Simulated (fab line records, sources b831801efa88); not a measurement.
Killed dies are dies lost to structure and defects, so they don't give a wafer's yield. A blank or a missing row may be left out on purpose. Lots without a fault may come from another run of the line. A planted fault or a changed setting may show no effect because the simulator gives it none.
Which tool did it? | flow sky130 | 13 lots, 39 wafers sampled, at 5 steps of a route of 708

WHAT THE GAUGES READ, wafer by wafer
SKY_LOCAL_INTERCONNECT_RS_MEAS_01: measures by four-point-probe. Usual: LOCAL_INTERCONNECT_TIN_RS 14.13 ohm/sq, standard deviation 0.14.
lot  | measured     | on            | LOCAL_INTERCONNECT_TIN_RS (ohm/sq) | flag
L852 | day 29 04:43 | film_metro-03 | 14.16 14.22 14.21                  |
L854 | day 29 16:44 | film_metro-01 | 14.01 14.07 14.01                  |
L856 | day 30 12:37 | film_metro-01 | 14.29 13.98 14.12                  |
L861 | day 32 02:18 | film_metro-04 | 14.25 14.33 14.19                  |
L862 | day 32 14:25 | film_metro-03 | 14.24 14.10 14.28                  |
L863 | day 32 21:10 | film_metro-03 | 13.84 13.86 13.91                  |
L865 | day 33 11:15 | film_metro-04 | 13.87 13.91 14.09                  |
L867 | day 33 19:00 | film_metro-01 | 14.12 14.15 14.15                  |
L868 | day 34 06:26 | film_metro-03 | 13.94 13.96 14.06                  |
L869 | day 34 12:49 | film_metro-03 | 14.04 14.03 14.07                  |
L872 | day 35 19:59 | film_metro-01 | 14.46 14.24 14.26                  |
L873 | day 36 07:08 | film_metro-01 | 14.10 13.84 14.00                  |
L874 | day 37 00:13 | film_metro-01 | 14.18 14.12 14.17                  |

SKY_LOCAL_INTERCONNECT_THK_MEAS_02: measures by xrf. Usual: LOCAL_INTERCONNECT_TIN_THK 98.8 nm, standard deviation 0.91.
lot  | measured     | on            | LOCAL_INTERCONNECT_TIN_THK (nm) | flag
L852 | day 29 04:50 | film_metro-03 | 98.9 98.2 98.3                  |
L854 | day 29 16:50 | film_metro-01 | 99.3 99.1 99.8                  |
L856 | day 30 12:44 | film_metro-01 | 98.0 99.9 99.0                  |
L861 | day 32 02:25 | film_metro-04 | 98.6 97.9 98.5                  |
L862 | day 32 14:31 | film_metro-03 | 98.3 99.0 97.9                  |
L863 | day 32 21:17 | film_metro-03 | 101.3 100.1 100.7               |
L865 | day 33 11:22 | film_metro-04 | 101.2 100.4 99.3                |
L867 | day 33 19:07 | film_metro-01 | 98.4 98.0 98.3                  |
L868 | day 34 06:32 | film_metro-03 | 99.8 99.5 99.6                  |
L869 | day 34 12:56 | film_metro-03 | 99.0 99.7 99.1                  |
L872 | day 35 20:06 | film_metro-01 | 97.0 98.2 97.7                  |
L873 | day 36 07:15 | film_metro-01 | 98.7 100.3 99.6                 |
L874 | day 37 00:19 | film_metro-01 | 98.5 99.0 98.5                  |

SKY_CONTACT_THK_MEAS_01. Usual: CONTACT_CVD_00_THK 75.1 nm, standard deviation 1.
lot  | measured     | on            | CONTACT_CVD_00_THK (nm) | flag
L852 | day 30 08:46 | film_metro-03 | 73.9 75.0 75.6          |
L854 | day 30 20:01 | film_metro-04 | 74.1 75.8 75.4          |
L856 | day 31 16:58 | film_metro-04 | 73.1 74.4 73.3          |
L861 | day 33 06:00 | film_metro-04 | 73.6 73.6 75.3          |
L862 | day 33 17:23 | film_metro-03 | 74.2 73.5 75.2          |
L863 | day 34 01:10 | film_metro-03 | 74.5 75.3 75.2          |
L865 | day 34 14:35 | film_metro-04 | 74.9 75.0 76.9          |
L867 | day 34 22:10 | film_metro-03 | 74.4 75.6 75.7          |
L868 | day 35 10:10 | film_metro-03 | 73.9 75.4 76.8          |
L869 | day 35 16:13 | film_metro-02 | 74.6 74.9 75.1          |
L872 | day 36 22:55 | film_metro-04 | 74.5 74.0 76.0          |
L873 | day 37 09:37 | film_metro-04 | 73.4 73.6 76.3          |
L874 | day 38 03:31 | film_metro-02 | 74.1 76.2 75.3          |

WHICH TOOL RAN EACH LOT (tool, then ch and the chambers of the sampled wafers, then the start)
lot  | SKY_LOCAL_INTERCONNECT_COAT_06    | SKY_LOCAL_INTERCONNECT_STRIP_15
L852 | litho_track-04 ch 0, day 29 17:00 | plasma_asher-04 ch 0,1, day 30 08:08
L854 | litho_track-03 ch 0, day 30 06:00 | plasma_asher-03 ch 0,1, day 30 19:22
L856 | litho_track-04 ch 0, day 31 02:00 | plasma_asher-03 ch 0,1, day 31 16:20
L861 | litho_track-04 ch 0, day 32 15:00 | plasma_asher-02 ch 0,1, day 33 05:22
L862 | litho_track-04 ch 0, day 33 02:00 | plasma_asher-04 ch 0,1, day 33 16:46
L863 | litho_track-04 ch 0, day 33 10:00 | plasma_asher-02 ch 0,1, day 34 00:32
L865 | litho_track-03 ch 0, day 34 00:00 | plasma_asher-02 ch 1, day 34 13:56
L867 | litho_track-01 ch 0, day 34 07:00 | plasma_asher-02 ch 0,1, day 34 21:26
L868 | litho_track-03 ch 0, day 34 20:00 | plasma_asher-03 ch 0, day 35 09:29
L869 | litho_track-01 ch 0, day 35 02:00 | plasma_asher-04 ch 0,1, day 35 15:35
L872 | litho_track-03 ch 0, day 36 08:00 | plasma_asher-04 ch 0,1, day 36 22:17
L873 | litho_track-01 ch 0, day 36 19:00 | plasma_asher-02 ch 0,1, day 37 08:59
L874 | litho_track-04 ch 0, day 37 13:00 | plasma_asher-04 ch 0,1, day 38 02:54
- SKY_LOCAL_INTERCONNECT_COAT_06: resist thk 450 nm.
- SKY_LOCAL_INTERCONNECT_STRIP_15: strips in O2/N2.

WHAT THE TOOLS THEMSELVES READ (means of the sampled wafers that have a number; where no wafer has one, the mark that the record gives instead)
SKY_LOCAL_INTERCONNECT_COAT_06. Usual: spin_speed_rpm 3000.0 rpm, standard deviation 2.1.
lot  | tool           | spin_speed_rpm (rpm) | flag
L852 | litho_track-04 | 2999.6               |
L854 | litho_track-03 | 2997.3               |
L856 | litho_track-04 | 3000.9               |
L861 | litho_track-04 | 3239.7               | OFF
L862 | litho_track-04 | 3236.8               | OFF
L863 | litho_track-04 | 3238.9               | OFF
L865 | litho_track-03 | 3002.1               |
L867 | litho_track-01 | 3000.6               |
L868 | litho_track-03 | 3001.4               |
L869 | litho_track-01 | 2999.9               |
L872 | litho_track-03 | 3003.4               |
L873 | litho_track-01 | 2999.0               |
L874 | litho_track-04 | 2996.7               |

SKY_LOCAL_INTERCONNECT_STRIP_15. Usual: drypump_motor_current_A 5.87 A, standard deviation 0.18; oes_product_au 0.428 a.u., standard deviation 0.0046; strip_time_to_endpoint_s 4.730 s, standard deviation 0.019.
lot  | tool            | drypump_motor_current_A (A) | oes_product_au (a.u.) | strip_time_to_endpoint_s (s) | flag
L852 | plasma_asher-04 | 5.93                        | 0.431                 | 4.725                        |
L854 | plasma_asher-03 | 5.83                        | 0.422                 | 4.741                        |
L856 | plasma_asher-03 | 6.03                        | 0.433                 | 4.751                        |
L861 | plasma_asher-02 | 5.74                        | 0.425                 | 4.578                        | OFF
L862 | plasma_asher-04 | 5.92                        | 0.422                 | 4.537                        | OFF
L863 | plasma_asher-02 | 5.75                        | 0.426                 | 4.578                        | OFF
L865 | plasma_asher-02 | 5.91                        | 0.429                 | 4.734                        |
L867 | plasma_asher-02 | 5.81                        | 0.420                 | 4.718                        |
L868 | plasma_asher-03 | 5.62                        | 0.430                 | 4.756                        |
L869 | plasma_asher-04 | 5.93                        | 0.428                 | 4.702                        |
L872 | plasma_asher-04 | 5.91                        | 0.425                 | 4.711                        |
L873 | plasma_asher-02 | 5.84                        | 0.429                 | 4.739                        |
L874 | plasma_asher-04 | 5.92                        | 0.426                 | 4.735                        |

THE ANSWER, worked out from the rows above alone
Rule: a lot is off if the mean of its wafers that have a number lies more than 3 standard deviations from the usual mean. A lot without any number at a reading at which 4 lots or more have one is off too. The other lots that the step has rows for count as sound. The gauges are gone through in route order, then the tools' own readings, and for those a lot's mean is taken as printed above. The first step at which some lot is off is used, and at that step the reading that is off furthest; a lot without a number counts as furthest.
Off: L861, L862, L863, at SKY_LOCAL_INTERCONNECT_COAT_06 (spin_speed_rpm).
A tool fits if, at that step or a process step before it, it ran every lot that is off, and no sound lot after the first of them. None of those tried fits.

WHAT THE SIMULATOR HAD PUT IN
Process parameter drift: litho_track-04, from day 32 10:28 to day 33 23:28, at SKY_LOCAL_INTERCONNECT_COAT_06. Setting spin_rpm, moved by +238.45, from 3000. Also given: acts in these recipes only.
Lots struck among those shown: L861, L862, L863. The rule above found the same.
